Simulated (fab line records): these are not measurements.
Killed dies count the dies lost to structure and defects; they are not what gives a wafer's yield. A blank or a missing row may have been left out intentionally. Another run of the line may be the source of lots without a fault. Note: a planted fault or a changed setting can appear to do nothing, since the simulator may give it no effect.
fab line records + flow sky130
record:
- lots: 12
- wafers: 36
- last-day: 51
route steps=708 shown NWELL@79 VT_ADJUST_HVTP@92 VT_ADJUST_NCORE@128 VT_ADJUST_HVTR@141
lots that met no fault: from a run of the same line without faults
start-h: start of the lot's first displayed wafer, in hours after the record's first day + wait-h: how many hours have passed since the lot's step before this one + " the same as in the row above + L1.1+2: a single row standing in for several wafers + - no value present, or no start provided + * or withheld: withheld + < > ~ a bound
route shown NAME@n: names a module that has steps shown in the file, with the first one's number in the route + usual: mean/standard deviation of fault-free wafers + same: alike in all rows + chamber/n: place in a boat + sites: per-site readings + _std_site: the values' standard deviation + _edge_site: outer sites' mean less inner sites' + radius-mm: how far each site lies from the wafer's centre + mask NAME#n: copy n + behind: the tool/chamber that last shaped the wafer + hold: reason for holding the lot/hours on hold/outcome of the hold + device: whichever transistor did not switch (one of n, p or np) + end of line: the same wafers' tests at the end of the route + for a step that has no rows: nothing shown but its recipe + killed: dies lost to structure and defects at the first sort, not the wafer's yield + map: shows each die of a wafer: x if killed, . if not, _ if none is there
set.NAME: the setting as run; set.NAME@STEP: as run at that earlier step + model.NAME: the simulator's own value behind a step, which no gauge read
one table for each step of the route and one row for each wafer, over a sample of lots
services: a tool's chamber out of use, with start hour (start-h, from the record's first day; less than 0 if before it), hours out, and reason
== steps ==
step: SKY_NWELL_TW_MEAS_26
usual:
- NWELL_2_TW: 495/4
| lot.wafer | tool          | chamber | start-h | wait-h | NWELL_2_TW |
|-----------|---------------|---------|---------|--------|------------|
| L744.3    | film-metro-03 | -       | 110.98  | 0.1    | 501        |
| L744.5    | "             | -       | "       | "      | 500        |
| L744.6    | "             | -       | "       | "      | 499        |
| L745.3    | film-metro-04 | -       | 120.39  | 0.1    | 498        |
| L745.4    | "             | -       | "       | "      | 498        |
| L745.5    | "             | -       | "       | "      | 497        |
| L746.2    | film-metro-03 | -       | 126.77  | 0.1    | 495        |
| L746.3    | "             | -       | "       | "      | 496        |
| L746.6    | "             | -       | "       | "      | 496        |
| L750.1    | film-metro-02 | -       | 147.86  | 0.1    | 487        |
| L750.3    | "             | -       | "       | "      | 490        |
| L750.6    | "             | -       | "       | "      | 488        |
| L753.2    | film-metro-04 | -       | 165.07  | 0.1    | 495        |
| L753.5    | "             | -       | "       | "      | 497        |
| L753.6    | "             | -       | "       | "      | 497        |
| L756.2    | film-metro-03 | -       | 182.81  | 0.1    | 489        |
| L756.4    | "             | -       | "       | "      | 493        |
| L756.5    | "             | -       | "       | "      | 492        |
| L758.2    | film-metro-04 | -       | 196.53  | 0.1    | 495        |
| L758.3    | "             | -       | "       | "      | 491        |
| L758.6    | "             | -       | "       | "      | 494        |
| L760.1    | film-metro-02 | -       | 212.60  | 0.1    | 489        |
| L760.2    | "             | -       | "       | "      | 493        |
| L760.4    | "             | -       | "       | "      | 490        |
| L761.3    | film-metro-03 | -       | 219.33  | 0.1    | 495        |
| L761.5    | "             | -       | "       | "      | 491        |
| L761.6    | "             | -       | "       | "      | 497        |
| L762.2    | film-metro-04 | -       | 220.97  | 0.1    | 499        |
| L762.4    | "             | -       | "       | "      | 498        |
| L762.5    | "             | -       | "       | "      | 497        |
| L764.1    | film-metro-02 | -       | 234.46  | 0.1    | 488        |
| L764.4    | "             | -       | "       | "      | 491        |
| L764.6    | "             | -       | "       | "      | 491        |
| L765.1    | film-metro-03 | -       | 243.62  | 0.1    | 493        |
| L765.3    | "             | -       | "       | "      | 496        |
| L765.5    | "             | -       | "       | "      | 496        |
step: SKY_VT_ADJUST_HVTP_CD_MEAS_07
recipe:
- target-cd-nm: 380
usual:
- cd-nm: 379.4/2.4
| lot.wafer | tool      | chamber | start-h | wait-h | cd-nm |
|-----------|-----------|---------|---------|--------|-------|
| L744.3    | cd-sem-01 | -       | 130.53  | 0.2    | 372.9 |
| L744.5    | "         | -       | "       | "      | 372.1 |
| L744.6    | "         | -       | "       | "      | 373.7 |
| L745.3    | cd-sem-01 | -       | 140.15  | 0.1    | 382.7 |
| L745.4    | "         | -       | "       | "      | 382.4 |
| L745.5    | "         | -       | "       | "      | 380.7 |
| L746.2    | cd-sem-01 | -       | 146.58  | 0.1    | 378.4 |
| L746.3    | "         | -       | "       | "      | 378.2 |
| L746.6    | "         | -       | "       | "      | 377.1 |
| L750.1    | cd-sem-01 | -       | 168.61  | 0.1    | 380.3 |
| L750.3    | "         | -       | "       | "      | 379.6 |
| L750.6    | "         | -       | "       | "      | 381.7 |
| L753.2    | cd-sem-01 | -       | 186.88  | 0.1    | 379.3 |
| L753.5    | "         | -       | "       | "      | 378.3 |
| L753.6    | "         | -       | "       | "      | 379.7 |
| L756.2    | cd-sem-02 | -       | 205.26  | 0.1    | 379.1 |
| L756.4    | "         | -       | "       | "      | 379.2 |
| L756.5    | "         | -       | "       | "      | 380.0 |
| L758.2    | cd-sem-02 | -       | 220.38  | 0.1    | 375.3 |
| L758.3    | "         | -       | "       | "      | 377.0 |
| L758.6    | "         | -       | "       | "      | 378.2 |
| L760.1    | cd-sem-02 | -       | 236.94  | 0.1    | 377.5 |
| L760.2    | "         | -       | "       | "      | 377.2 |
| L760.4    | "         | -       | "       | "      | 377.8 |
| L761.3    | cd-sem-01 | -       | 243.55  | 0.1    | 380.9 |
| L761.5    | "         | -       | "       | "      | 379.9 |
| L761.6    | "         | -       | "       | "      | 381.2 |
| L762.2    | cd-sem-02 | -       | 245.13  | 0.1    | 376.2 |
| L762.4    | "         | -       | "       | "      | 376.7 |
| L762.5    | "         | -       | "       | "      | 376.4 |
| L764.1    | cd-sem-01 | -       | 259.46  | 0.1    | 378.2 |
| L764.4    | "         | -       | "       | "      | 379.4 |
| L764.6    | "         | -       | "       | "      | 378.2 |
| L765.1    | cd-sem-01 | -       | 269.04  | 0.1    | 379.3 |
| L765.3    | "         | -       | "       | "      | 380.7 |
| L765.5    | "         | -       | "       | "      | 382.5 |
step: SKY_VT_ADJUST_NCORE_IMPLANT_09
recipe:
- species: B
- energy-kev: 9.932
- dose-cm2: 2.4e+12
- tilt-deg: withheld
usual:
- beam-energy-keV: 9.932/0.0035
- dose-ions-cm2: 2.3996e+12/3e+09
- faraday-current-uA: 13.48/0.28
| lot.wafer | tool         | chamber | start-h | wait-h | beam-energy-keV | dose-ions-cm2 | faraday-current-uA |
|-----------|--------------|---------|---------|--------|-----------------|---------------|--------------------|
| L744.3    | implanter-04 | 0       | 195.32  | 0.1    | 9.933           | 2.3957e+12    | 13.22              |
| L744.5    | "            | 0       | "       | "      | 9.930           | 2.4021e+12    | 12.96              |
| L744.6    | "            | 0       | "       | "      | 9.933           | 2.3969e+12    | 13.66              |
| L745.3    | implanter-03 | 0       | 204.92  | 0.1    | 9.939           | 2.3993e+12    | 13.56              |
| L745.4    | "            | 0       | "       | "      | 9.941           | 2.4004e+12    | 13.48              |
| L745.5    | "            | 0       | "       | "      | 9.935           | 2.3981e+12    | 13.47              |
| L746.2    | implanter-04 | 0       | 211.54  | 0.0    | 9.931           | 2.4054e+12    | 13.45              |
| L746.3    | "            | 0       | "       | "      | 9.930           | 2.4039e+12    | 13.45              |
| L746.6    | "            | 0       | "       | "      | 9.935           | 2.4086e+12    | 14.03              |
| L750.1    | implanter-04 | 0       | 237.67  | 0.0    | 9.931           | 2.42e+11      | 1.35               |
| L750.3    | "            | 0       | "       | "      | 9.934           | 2.375e+11     | 1.33               |
| L750.6    | "            | 0       | "       | "      | 9.934           | 2.379e+11     | 1.33               |
| L753.2    | implanter-04 | 0       | 258.69  | 0.0    | 9.940           | 2.354e+11     | 1.34               |
| L753.5    | "            | 0       | "       | "      | 9.937           | 2.333e+11     | 1.38               |
| L753.6    | "            | 0       | "       | "      | 9.936           | 2.358e+11     | 1.34               |
| L756.2    | implanter-02 | 0       | 278.94  | 0.0    | 9.931           | 2.3964e+12    | 13.07              |
| L756.4    | "            | 0       | "       | "      | 9.931           | 2.3973e+12    | 12.97              |
| L756.5    | "            | 0       | "       | "      | 9.934           | 2.4023e+12    | 13.38              |
| L758.2    | implanter-02 | 0       | 296.54  | 0.0    | 9.932           | 2.3955e+12    | 13.43              |
| L758.3    | "            | 0       | "       | "      | 9.934           | 2.3994e+12    | 13.11              |
| L758.6    | "            | 0       | "       | "      | 9.934           | 2.3947e+12    | 13.30              |
| L760.1    | implanter-02 | 0       | 315.12  | 0.0    | 9.938           | 2.3982e+12    | 13.72              |
| L760.2    | "            | 0       | "       | "      | 9.938           | 2.3961e+12    | 13.49              |
| L760.4    | "            | 0       | "       | "      | 9.933           | 2.4008e+12    | 13.50              |
| L761.3    | implanter-03 | 0       | 324.02  | 0.1    | 9.941           | 2.4003e+12    | 13.82              |
| L761.5    | "            | 0       | "       | "      | 9.930           | 2.4001e+12    | 13.69              |
| L761.6    | "            | 0       | "       | "      | 9.936           | 2.3962e+12    | 13.66              |
| L762.2    | implanter-03 | 0       | 326.50  | 0.0    | 9.932           | 2.3978e+12    | 13.69              |
| L762.4    | "            | 0       | "       | "      | 9.932           | 2.4033e+12    | 12.55              |
| L762.5    | "            | 0       | "       | "      | 9.936           | 2.4012e+12    | 13.19              |
| L764.1    | implanter-03 | 0       | 341.78  | 0.0    | 9.933           | 2.4e+12       | 14.14              |
| L764.4    | "            | 0       | "       | "      | 9.935           | 2.4006e+12    | 13.84              |
| L764.6    | "            | 0       | "       | "      | 9.928           | 2.3962e+12    | 12.81              |
| L765.1    | implanter-03 | 0       | 352.37  | 0.0    | 9.932           | 2.398e+12     | 13.93              |
| L765.3    | "            | 0       | "       | "      | 9.927           | 2.4003e+12    | 13.44              |
| L765.5    | "            | 0       | "       | "      | 9.928           | 2.4001e+12    | 13.64              |
step: SKY_VT_ADJUST_NCORE_TW_MEAS_11
usual:
- VT_ADJUST_NCORE_TW: 216.9/1.6
| lot.wafer | tool          | chamber | start-h | wait-h | VT_ADJUST_NCORE_TW |
|-----------|---------------|---------|---------|--------|--------------------|
| L744.3    | film-metro-01 | -       | 195.54  | 0.1    | 216.7              |
| L744.5    | "             | -       | "       | "      | 215.8              |
| L744.6    | "             | -       | "       | "      | 216.6              |
| L745.3    | film-metro-02 | -       | 205.14  | 0.1    | 216.4              |
| L745.4    | "             | -       | "       | "      | 216.0              |
| L745.5    | "             | -       | "       | "      | 215.4              |
| L746.2    | film-metro-04 | -       | 211.78  | 0.1    | 218.0              |
| L746.3    | "             | -       | "       | "      | 217.8              |
| L746.6    | "             | -       | "       | "      | 216.3              |
| L750.1    | film-metro-04 | -       | 237.92  | 0.1    | 119.4              |
| L750.3    | "             | -       | "       | "      | 118.5              |
| L750.6    | "             | -       | "       | "      | 118.3              |
| L753.2    | film-metro-01 | -       | 258.93  | 0.1    | 116.6              |
| L753.5    | "             | -       | "       | "      | 115.9              |
| L753.6    | "             | -       | "       | "      | 116.3              |
| L756.2    | film-metro-04 | -       | 279.18  | 0.1    | 217.0              |
| L756.4    | "             | -       | "       | "      | 217.6              |
| L756.5    | "             | -       | "       | "      | 218.1              |
| L758.2    | film-metro-04 | -       | 296.78  | 0.1    | 221.1              |
| L758.3    | "             | -       | "       | "      | 220.9              |
| L758.6    | "             | -       | "       | "      | 220.7              |
| L760.1    | film-metro-02 | -       | 315.37  | 0.1    | 216.1              |
| L760.2    | "             | -       | "       | "      | 216.8              |
| L760.4    | "             | -       | "       | "      | 216.3              |
| L761.3    | film-metro-04 | -       | 324.24  | 0.1    | 218.5              |
| L761.5    | "             | -       | "       | "      | 219.2              |
| L761.6    | "             | -       | "       | "      | 218.5              |
| L762.2    | film-metro-01 | -       | 326.74  | 0.1    | 218.3              |
| L762.4    | "             | -       | "       | "      | 218.1              |
| L762.5    | "             | -       | "       | "      | 219.8              |
| L764.1    | film-metro-01 | -       | 342.03  | 0.1    | 216.9              |
| L764.4    | "             | -       | "       | "      | 216.3              |
| L764.6    | "             | -       | "       | "      | 215.3              |
| L765.1    | film-metro-01 | -       | 352.62  | 0.1    | 217.0              |
| L765.3    | "             | -       | "       | "      | 218.2              |
| L765.5    | "             | -       | "       | "      | 216.8              |
step: SKY_VT_ADJUST_HVTR_STRIP_10
recipe:
- chemistry: O2/N2
- power-w: 1400
- pressure-mtorr: 1500
- platen-temp-c: withheld
- o2-flow-sccm: 3000
- n2-flow-sccm: 300
- overash-fraction: 0.5
usual:
- drypump-motor-current-A: 5.6/0.31
- oes-product-au: 0.716/0.0048
- strip-time-to-endpoint-s: 14.15/0.044
| lot.wafer | tool            | chamber | start-h | wait-h | drypump-motor-current-A | oes-product-au | rf-hours-counter-h | strip-time-to-endpoint-s |
|-----------|-----------------|---------|---------|--------|-------------------------|----------------|--------------------|--------------------------|
| L744.3    | plasma-asher-04 | 1       | 218.60  | 0.1    | 5.9                     | 0.713          | -                  | 14.13                    |
| L744.5    | "               | 1       | "       | "      | 5.9                     | 0.715          | -                  | 14.11                    |
| L744.6    | "               | 0       | "       | "      | 5.2                     | 0.708          | -                  | 14.12                    |
| L745.3    | plasma-asher-02 | 1       | 228.28  | 0.1    | 5.6                     | 0.718          | -                  | 14.08                    |
| L745.4    | "               | 0       | "       | "      | 6.1                     | 0.714          | -                  | 14.12                    |
| L745.5    | "               | 1       | "       | "      | 5.6                     | 0.717          | -                  | 14.10                    |
| L746.2    | plasma-asher-03 | 1       | 235.68  | 0.1    | 5.6                     | 0.713          | 11                 | 14.14                    |
| L746.3    | "               | 0       | "       | "      | 5.3                     | 0.713          | -                  | 14.17                    |
| L746.6    | "               | 1       | "       | "      | 5.6                     | 0.715          | -                  | 14.12                    |
| L750.1    | plasma-asher-04 | 1       | 263.23  | 0.1    | 5.8                     | 0.716          | 55                 | 14.15                    |
| L750.3    | "               | 0       | "       | "      | 5.2                     | 0.719          | -                  | 14.17                    |
| L750.6    | "               | 0       | "       | "      | 5.2                     | 0.712          | -                  | 14.10                    |
| L753.2    | plasma-asher-04 | 1       | 284.53  | 0.1    | 5.8                     | 0.709          | 57                 | 14.11                    |
| L753.5    | "               | 1       | "       | "      | 5.8                     | 0.716          | -                  | 14.14                    |
| L753.6    | "               | 0       | "       | "      | 5.2                     | 0.708          | -                  | 14.13                    |
| L756.2    | plasma-asher-02 | 1       | 305.89  | 0.1    | 5.6                     | 0.711          | 50                 | 14.12                    |
| L756.4    | "               | 0       | "       | "      | 6.1                     | 0.719          | -                  | 14.11                    |
| L756.5    | "               | 1       | "       | "      | 5.6                     | 0.712          | -                  | 14.17                    |
| L758.2    | plasma-asher-02 | 0       | 325.42  | 0.1    | 6.1                     | 0.712          | 52                 | 14.18                    |
| L758.3    | "               | 0       | "       | "      | 6.1                     | 0.711          | -                  | 14.24                    |
| L758.6    | "               | 1       | "       | "      | 5.6                     | 0.720          | -                  | 14.19                    |
| L760.1    | plasma-asher-02 | 1       | 342.87  | 0.1    | 5.6                     | 0.717          | 54                 | 14.14                    |
| L760.2    | "               | 0       | "       | "      | 6.1                     | 0.718          | 54                 | 14.17                    |
| L760.4    | "               | 0       | "       | "      | 6.1                     | 0.716          | -                  | 14.13                    |
| L761.3    | plasma-asher-02 | 0       | 352.53  | 0.1    | 6.1                     | 0.715          | -                  | 14.10                    |
| L761.5    | "               | 0       | "       | "      | 6.1                     | 0.723          | -                  | 14.10                    |
| L761.6    | "               | 1       | "       | "      | 5.6                     | 0.715          | -                  | 14.08                    |
| L762.2    | plasma-asher-03 | 1       | 355.12  | 0.1    | 5.6                     | 0.725          | 21                 | 14.09                    |
| L762.4    | "               | 1       | "       | "      | 5.6                     | 0.716          | -                  | 14.01                    |
| L762.5    | "               | 0       | "       | "      | 5.3                     | 0.723          | -                  | 14.05                    |
| L764.1    | plasma-asher-02 | 1       | 369.23  | 0.1    | 5.6                     | 0.711          | 56                 | 14.14                    |
| L764.4    | "               | 0       | "       | "      | 6.1                     | 0.711          | -                  | 14.15                    |
| L764.6    | "               | 0       | "       | "      | 6.0                     | 0.717          | -                  | 14.14                    |
| L765.1    | plasma-asher-02 | 0       | 380.76  | 0.1    | 6.1                     | 0.712          | 57                 | 14.16                    |
| L765.3    | "               | 0       | "       | "      | 6.1                     | 0.711          | -                  | 14.18                    |
| L765.5    | "               | 1       | "       | "      | 5.6                     | 0.710          | -                  | 14.14                    |
== services ==
| tool            | chamber | start-h | hours | kind   |
|-----------------|---------|---------|-------|--------|
| implanter-04    | -       | 186.88  | 0.9   | repair |
| implanter-03    | -       | 229.74  | 5.6   | pm     |
| plasma-asher-03 | -       | 232.66  | 1.1   | repair |
| plasma-asher-03 | -       | 263.08  | 4.1   | repair |
| implanter-03    | -       | 264.86  | 3.2   | repair |
| implanter-02    | -       | 274.70  | 4.1   | pm     |
| plasma-asher-03 | -       | 289.54  | 9.0   | repair |
| plasma-asher-04 | -       | 300.90  | 3.5   | repair |
| plasma-asher-04 | -       | 341.31  | 3.1   | repair |
== key ==
first-sign:
- step: SKY_VT_ADJUST_NCORE_IMPLANT_09
- reading: dose-ions-cm2
- direction: down
- sigmas: 99+
- usual: *
- struck: *
effect:
- step: SKY_VT_ADJUST_NCORE_IMPLANT_09
- reading: faraday-current-uA
- direction: down
- sigmas: 44
- usual: 13.48
- struck: 1.35
effect:
- step: SKY_VT_ADJUST_NCORE_TW_MEAS_11
- reading: VT_ADJUST_NCORE_TW
- direction: down
- sigmas: 61
- usual: 216.9
- struck: 117.5
met-at SKY_VT_ADJUST_NCORE_IMPLANT_09
struck-lots L750,L753
tester-left-out L750,L753
not-acting-at SKY_NWELL_TW_MEAS_26,SKY_VT_ADJUST_HVTP_CD_MEAS_07,SKY_VT_ADJUST_HVTR_STRIP_10
onset-between 211.54 237.67
fault:
- kind: process-parameter-drift
- tool: implanter-04
- chamber: -
- onset-h: 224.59
- steps: SKY_VT_ADJUST_NCORE_IMPLANT_09
- channel: dose-cm2
- offset: *
- shape: step
- end-h: 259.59
- acts-in: *
- stated: *
tester-left-out: of these lots the tester's yield and bins aren't shown, on N5 and GAA mostly nor the transistor test; their killed dies are dies lost to structure and defects alone, not to doping, threshold or leakage, so they don't give the yield
